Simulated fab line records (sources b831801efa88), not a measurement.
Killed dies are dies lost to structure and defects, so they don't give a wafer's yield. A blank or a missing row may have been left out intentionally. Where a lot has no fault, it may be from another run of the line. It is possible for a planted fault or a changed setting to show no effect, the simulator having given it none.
A lot that was struck, set against a sound lot	flow sfq_line	13 out of 325 route steps
Sound: these wafers, L582.1, L582.2, L582.5. Struck: wafers L595.1, L595.4 (left out: L595.5, a lot-mate that was not struck); the cause follows at the end.
For every step that has rows: the tool of each side, followed by ch and its chambers, followed by its first start. Under that, the readings that differ: sound wafers	struck wafers	difference of the means	sigmas: that difference in standard deviations of wafers without a fault.
alike: a reading whose means differ by less than 2 such deviations, as well as words and numbers matching on both sides. not compared: withheld readings; readings where some wafer has no value; bounds like >300 that might hide an equal value; numbers whose values overlap and for which the record gives no deviation.
A row with sigmas, a row that says differs or no value, or rows on one side alone: a step with any of these is where the two part. Numbers that have no deviation but don't overlap get no sigmas and don't part them. A reading missing from all wafers of one side parts the sides only when that side holds two or more wafers.

SFQ_TRILAYER_M6_DEP_SPUTTER_157: material Nb, target thk 200 nm, time 133.3 s.
  sound: pvd_sputter-05 at day 66 15:14; struck: pvd_sputter-06 at day 71 04:00
  alike: throttle_valve_pct
SFQ_M6_RS_MEAS_938: measurement is done with a four-point probe.
  sound: film_metro-02 at day 66 15:20; struck: film_metro-01 at day 71 04:05
  alike: M6_NB_RS
then, 6 steps without rows for these wafers: SFQ_TRILAYER_M6_LITHO_COAT_164 (resist thk 62 nm); SFQ_TRILAYER_M6_LITHO_COAT_159 (resist thk 600 nm); SFQ_TRILAYER_M6_LITHO_SOFTBAKE_163; SFQ_TRILAYER_M6_LITHO_EXPOSE_160 (exposes mask M6, target cd 500 nm); SFQ_TRILAYER_M6_LITHO_PEB_162 (peb time 60 s); SFQ_TRILAYER_M6_LITHO_DEVELOP_161 (time 60 s).
-- the record jumps here: 4 days lie between the struck wafers' starts before and after --
SFQ_M6_OVL_MEAS_940:
  sound: overlay-02 at day 71 06:40; struck: overlay-01 at day 75 14:07
reading	sound	struck	difference	sigmas
M6_OVL (nm)	7 10 9	-11 1	-14	-3
SFQ_TRILAYER_M6_BARC_OPEN_METAL_ETCH_206: etches BARC in O2, target depth 125 nm, time 41.7 s.
  sound on rie_metal-01 ch 0, day 71 06:43; struck on rie_metal-03 ch 0, day 75 14:09
  alike: drypump_motor_current_A, oes_product_au
  not compared: rf_hours_counter_h
SFQ_TRILAYER_M6_ETCH_METAL_ETCH_162: etches Nb in Cl2/Ar, stops on SiO2, target depth 240 nm, time 120 s.
  sound on rie_metal-01 ch 0, day 71 06:50; struck on rie_metal-03 ch 0, day 75 14:14
  alike: drypump_motor_current_A, oes_product_au
  not compared: rf_hours_counter_h
SFQ_TRILAYER_M6_STRIP_STRIP_163: strips in O2.
  sound on rie_metal-01 ch 0, day 71 07:05; struck on rie_metal-03 ch 0, day 75 14:24
reading	sound	struck	difference	sigmas
oes_product_au (a.u.)	0.987 0.998 1.000	1.011 1.012	+0.016	+2
overash_fraction	0.65 0.65 0.65	0.91 0.91	+0.26	
  alike: drypump_motor_current_A
  not compared: rf_hours_counter_h
then, 1 step without rows for these wafers: SFQ_TRILAYER_M6_STRIP_SOLV_CLEAN_164 (cleans in NMP, time 600 s).

## WHERE THEY PART
Last at SFQ_TRILAYER_M6_STRIP_STRIP_163 as far as this record goes, first at SFQ_M6_OVL_MEAS_940.

WHY: what the simulator had put in
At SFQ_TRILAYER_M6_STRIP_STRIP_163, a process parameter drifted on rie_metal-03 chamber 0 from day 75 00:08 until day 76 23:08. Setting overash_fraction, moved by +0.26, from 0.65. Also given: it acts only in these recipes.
